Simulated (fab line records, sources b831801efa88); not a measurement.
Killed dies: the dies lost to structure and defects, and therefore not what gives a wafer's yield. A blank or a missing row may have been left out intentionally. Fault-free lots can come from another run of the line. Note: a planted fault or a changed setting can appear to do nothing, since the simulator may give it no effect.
Comparing a struck lot with a sound one	flow sky130	16 steps out of a route of 708
Sound: the wafers L158.1, L158.4, L158.6. Wafers struck: L161.3, L161.5, L161.6. Last of all comes the cause.
Each step with rows lists, per side, the tool, then ch with its chambers, then its first start. Under that, the readings that differ: sound wafers	struck wafers	difference of the means	sigmas: that difference in standard deviations of wafers without a fault.
alike: a reading whose means differ by less than 2 such deviations, as well as words and numbers matching on both sides. not compared: withheld readings; readings where some wafer has no value; bounds like >300 that might hide an equal value; numbers whose values overlap and for which the record gives no deviation.
A row with sigmas, a row that says differs or no value, or rows on one side alone: a step with any of these is where the two part. Non-overlapping numbers with no deviation appear without sigmas and do not part them. Lack of a reading on every wafer of one side parts them only where that side has two or more wafers.

SKY_FIELD_ISO_THK_MEAS_04:
  sound on filmMetro-04, day 2 14:38; struck on filmMetro-02, day 3 08:41
  alike: FIELD_ISO_CVD_03_THK
then, 8 steps without rows for these wafers: SKY_FIELD_ISO_DEHYDRATE_05 (time 60 s); SKY_FIELD_ISO_HMDS_06 (prime time 60 s); SKY_FIELD_ISO_COAT_07 (resist thk 60 nm); SKY_FIELD_ISO_COAT_08 (resist thk 450 nm); SKY_FIELD_ISO_SOFTBAKE_09 (time 90 s); SKY_FIELD_ISO_EXPOSE_10 (exposes mask FOM, target cd 150 nm); SKY_FIELD_ISO_PEB_11; SKY_FIELD_ISO_DEVELOP_12 (develop time 60 s).
SKY_FIELD_ISO_CD_MEAS_13 targets a cd of 150 nm.
  sound on cdSem-02, day 3 06:18; struck on cdSem-02, day 4 00:05
  alike: cdNm
SKY_FIELD_ISO_ETCH_14: etches BARC in N2/H2, stops on SiO2, time 45.9 s, target depth 60 nm.
  sound on rieDiel-01 ch 0,1, day 3 06:25; struck on rieDiel-02 ch 0,1, day 4 00:10
  alike: biasW, drypumpMotorCurrentA, oesProductAu, throttleValvePct
  not compared: rfHoursCounterH
SKY_FIELD_ISO_ETCH_15: etches the open film in CHF3/O2, stops on Si, target depth 180 nm, time 72 s.
  sound on rieDiel-01 ch 0,1, day 3 06:28; struck on rieDiel-02 ch 0,1, day 4 00:12
  alike: biasW, drypumpMotorCurrentA, oesProductAu, throttleValvePct
  not compared: rfHoursCounterH
SKY_FIELD_ISO_STRIP_16: strips in O2/N2.
  sound on plasmaAsher-04 ch 0,1, day 3 06:31; struck on plasmaAsher-04 ch 0,1, day 4 00:17
  no value came back on the struck wafers for chamberPressureMTorr (mTorr), drypumpMotorCurrentA (A), oesProductAu (a.u.), stripTimeToEndpointS (s); on the sound wafers chamberPressureMTorr (mTorr) reads 1498.6 1500.4 1500.7
reading	sound	struck	difference	sigmas
model.KrF-thick_of_FIELD_ISO_COAT_08.thkNm (nm)	0 0 0	236.1 238.2 237.7	+237.3	
  not compared: rfHoursCounterH
SKY_FIELD_ISO_ETCH_17: etches Si in HBr/Cl2/O2, target depth 342 nm, time 97.7 s.
  sound on rieSi-02 ch 0,3, day 3 06:37; struck on rieSi-01 ch 0,1, day 4 00:22
reading	sound	struck	difference	sigmas
model.KrF-thick_of_FIELD_ISO_COAT_08.thkNm (nm)	0 0 0	121.6 123.2 124.3	+123.0	
  alike: biasW, drypumpMotorCurrentA, oesProductAu, throttleValvePct
  not compared: rfHoursCounterH
then, 1 step without rows for these wafers: SKY_FIELD_ISO_WET_ETCH_18 (etches Si3N4 in H3PO4, target depth 25 nm, time 286 s).
-- the record jumps here: 44 days lie between the struck wafers' starts before and after (it left off in module FIELD_ISO and takes up again in module PAD_OPEN, whose first step shown is number 708 of the route) --
SKY_PAD_OPEN_PROBE_99:
  sound on prober-02, day 47 20:08; struck on prober-01, day 47 20:37
reading	sound	struck	difference	sigmas
killedAtFrontEnd	10 7 14	414 411 422	+405	+84
killedDies	74 90 91	492 492 492	+407	+43
killedOnRim	13 22 18	96 96 96	+78	+19
  alike: killed_at_M0_to_M3, killed_at_M4_up, killedAtContacts, killedAtOther, killedOpen, killedShort

WHERE THEY PART
At SKY_FIELD_ISO_STRIP_16 first; at SKY_PAD_OPEN_PROBE_99 last (within this record only).

WHY: the cause the simulator had injected
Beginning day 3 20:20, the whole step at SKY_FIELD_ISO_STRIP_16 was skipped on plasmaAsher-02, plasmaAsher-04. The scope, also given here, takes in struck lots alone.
